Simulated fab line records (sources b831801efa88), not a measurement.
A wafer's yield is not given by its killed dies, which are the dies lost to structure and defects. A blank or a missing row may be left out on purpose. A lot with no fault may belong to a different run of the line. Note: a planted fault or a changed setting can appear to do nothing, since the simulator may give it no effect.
2 desks, one fault / flow gf180mcu / only its own numbers are on each desk; what lay behind them is given at the end

== DESK OF THE TOOL OWNER: implanter-03 ==
For each lot that ran on this tool, the mean over its sampled wafers that have a number, from the tool's own readings at GF_HV_LDD_IMPLANT_35. Any lot whose mean is over 4 standard deviations away from the usual mean is out of limits and marked OUT; that distance is given in the brackets.
Columns: A = beam-energy-keV at GF_HV_LDD_IMPLANT_35, usual 60.005; B = tilt-deg at GF_HV_LDD_IMPLANT_35, usual 30.004 degrees
lot=L149; first seen here=day 13 06:44; A=60.004; B=30.001
lot=L152; first seen here=day 14 07:46; A=60.014; B=30.010
lot=L155; first seen here=day 15 08:44; A=37.135 (-99 or more) OUT; B=29.981
lot=L158; first seen here=day 16 02:13; A=37.161 (-99 or more) OUT; B=30.029
This desk's verdict: out of limits on L155, L158, starting with L155 at day 15 08:44 (beam-energy-keV at GF_HV_LDD_IMPLANT_35). Within limits: L149, L152.

== FROM THE METROLOGY DESK ==
Means of the sampled wafers that have a number, per lot and without regard to the tool the lot ran on: this is what the gauges read. Any lot whose mean is over 4 standard deviations away from the usual mean is out of limits and marked OUT; that distance is given in the brackets.
Columns: A = cd-nm at GF_POLY_GATE_CD_MEAS_18, usual 280.1 nm; B = HV_LDD_RS at GF_HV_LDD_RS_MEAS_53, usual 418.4 ohm/sq; C = NSD_TW at GF_NSD_TW_MEAS_12, usual 4241
lot=L145; first seen here=day 9 13:22; A=279.2; B=417.7; C=4267
lot=L146; first seen here=day 9 20:58; A=281.7; B=418.1; C=4120
lot=L149; first seen here=day 10 19:49; A=279.5; B=417.6; C=4266
lot=L150; first seen here=day 10 23:37; A=279.2; B=418.4; C=4275
lot=L152; first seen here=day 11 18:11; A=281.3; B=418.9; C=4148
lot=L153; first seen here=day 12 03:49; A=279.6; B=419.5; C=4314
lot=L155; first seen here=day 12 17:06; A=278.4; B=413.9 (-5.6) OUT; C=4165
lot=L158; first seen here=day 13 09:50; A=278.5; B=414.2 (-5.2) OUT; C=4320
lot=L164; first seen here=day 15 09:13; A=281.7; B=417.5; C=4304
lot=L165; first seen here=day 15 17:08; A=280.7; B=418.1; C=4128
lot=L166; first seen here=day 15 23:23; A=280.3; B=419.2; C=4172
lot=L167; first seen here=day 16 08:06; A=281.3; B=417.5; C=4160
This desk reports L155, L158 out of limits; the earliest was L155 at day 16 07:23 (HV_LDD_RS at GF_HV_LDD_RS_MEAS_53). Within limits: L145, L146, L149, L150, L152, L153, L164, L165, L166, L167.

== TAKEN TOGETHER ==
On L155, L158, at day 15 08:44, an alarm was possible from the tool owner's desk.
At day 16 07:23 the metrology desk could have sounded an alarm, on L155, L158.
All the named lots went through GF_HV_LDD_IMPLANT_35 on implanter-03.

== WHAT THE SIMULATOR HAD PUT IN ==
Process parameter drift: implanter-03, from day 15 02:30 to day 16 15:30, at GF_HV_LDD_IMPLANT_35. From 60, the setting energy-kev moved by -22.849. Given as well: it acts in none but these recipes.
Lots struck among those shown: L155, L158.
Fault start to first reading out of limits, in hours, per desk: tool owner, 6; metrology, 29.
